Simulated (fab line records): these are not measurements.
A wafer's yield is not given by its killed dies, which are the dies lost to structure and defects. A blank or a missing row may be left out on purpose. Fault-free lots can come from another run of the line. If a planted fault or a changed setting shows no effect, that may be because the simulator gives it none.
Which tool is to blame? -- flow gf180mcu -- 14 lots, 42 wafers sampled, at 2 steps of a route of 602

WHAT THE GAUGES READ, wafer by wafer
The record lacks any reading of a measuring or inspecting step that a usual standard deviation could be used to judge.

EACH LOT AND THE TOOL THAT RAN IT (in order: tool; ch and the chambers of the sampled wafers; start)
lot,GF_V1_PEB_12,GF_V1_SPUTTER_22
L833,"litho-track-04 ch 0, day 18 07:57","pvd-sputter-01, day 18 09:07"
L834,"litho-track-03 ch 0, day 18 11:54","pvd-sputter-01, day 18 13:02"
L835,"litho-track-02 ch 0, day 18 23:17","pvd-sputter-02, day 19 00:38"
L837,"litho-track-02 ch 0, day 19 16:39","pvd-sputter-01, day 19 17:50"
L839,"litho-track-02 ch 0, day 20 11:11","pvd-sputter-02, day 20 12:27"
L840,"litho-track-04 ch 0, day 20 20:40","pvd-sputter-04, day 20 21:52"
L844,"litho-track-03 ch 0, day 22 11:29","pvd-sputter-02, day 22 12:41"
L846,"litho-track-04 ch 0, day 23 04:29","pvd-sputter-02, day 23 05:37"
L847,"litho-track-02, day 23 17:05","pvd-sputter-04, day 23 18:19"
L848,"litho-track-04, day 23 23:48","pvd-sputter-04, day 24 01:19"
L849,"litho-track-04 ch 0, day 24 05:53","pvd-sputter-04, day 24 07:02"
L850,"litho-track-04 ch 0, day 24 08:47","pvd-sputter-02, day 24 09:55"
L853,"litho-track-03 ch 0, day 25 04:56","pvd-sputter-04, day 25 06:10"
L856,"litho-track-04 ch 0, day 26 05:11","pvd-sputter-01, day 26 06:19"
- GF_V1_PEB_12: peb time 90 s.
- GF_V1_SPUTTER_22: material TiN, target thk 10 nm, time 40 s.

AS READ BY THE TOOLS THEMSELVES (means over the sampled wafers that have a number; for cases with no such wafer, the mark the record gives instead)
GF_V1_PEB_12.
lot,tool,chill-plate-temp-C (C),exhaust-pa (Pa)
L833,litho-track-04,23.10,45.0
L834,litho-track-03,22.88,45.9
L835,litho-track-02,22.90,44.4
L837,litho-track-02,22.93,45.6
L839,litho-track-02,23.08,46.8
L840,litho-track-04,22.99,46.2
L844,litho-track-03,22.91,44.5
L846,litho-track-04,22.91,45.4
L847,litho-track-02,-,-
L848,litho-track-04,-,-
L849,litho-track-04,23.14,43.6
L850,litho-track-04,23.01,44.4
L853,litho-track-03,23.14,44.7
L856,litho-track-04,22.90,46.2

GF_V1_SPUTTER_22.
lot,tool,throttle-valve-pct (%)
L833,pvd-sputter-01,30.0
L834,pvd-sputter-01,29.8
L835,pvd-sputter-02,29.6
L837,pvd-sputter-01,30.0
L839,pvd-sputter-02,30.0
L840,pvd-sputter-04,28.1
L844,pvd-sputter-02,29.7
L846,pvd-sputter-02,30.5
L847,pvd-sputter-04,28.6
L848,pvd-sputter-04,28.1
L849,pvd-sputter-04,28.8
L850,pvd-sputter-02,29.8
L853,pvd-sputter-04,28.3
L856,pvd-sputter-01,29.6

THE ANSWER, worked out from the rows above alone
Rule: the usual values come from the lots themselves. Put in order of their means at a reading, lots are off if they are a third of the lots or fewer, leave a main group of 4 or more, and stand apart from it by a gap of 3 or more times the standard deviation of the main group's means; of several such gaps the widest counts. If all means in a main group match to the digits the tables above print for the reading, that group is not used. Also off: a lot with no number at a reading for which 4 or more lots have one. All remaining lots with rows at the step are treated as sound. The gauges are gone through in route order, then the tools' own readings, and for those a lot's mean is taken as printed above. At the first step where some lot is off, the reading lying furthest off is the one used; lots without a number count as furthest.
Off, at GF_V1_PEB_12 on chill-plate-temp-C: L847, L848. Without a number there: L847, L848. The main group has a mean of 22.99 C with a standard deviation of 0.096.
If a tool, at that step or one of the process steps before it, ran each lot that is off and ran no sound lot following the first of them, it fits. No candidate that was tried fits.

WHAT HAD BEEN PUT IN BY THE SIMULATOR
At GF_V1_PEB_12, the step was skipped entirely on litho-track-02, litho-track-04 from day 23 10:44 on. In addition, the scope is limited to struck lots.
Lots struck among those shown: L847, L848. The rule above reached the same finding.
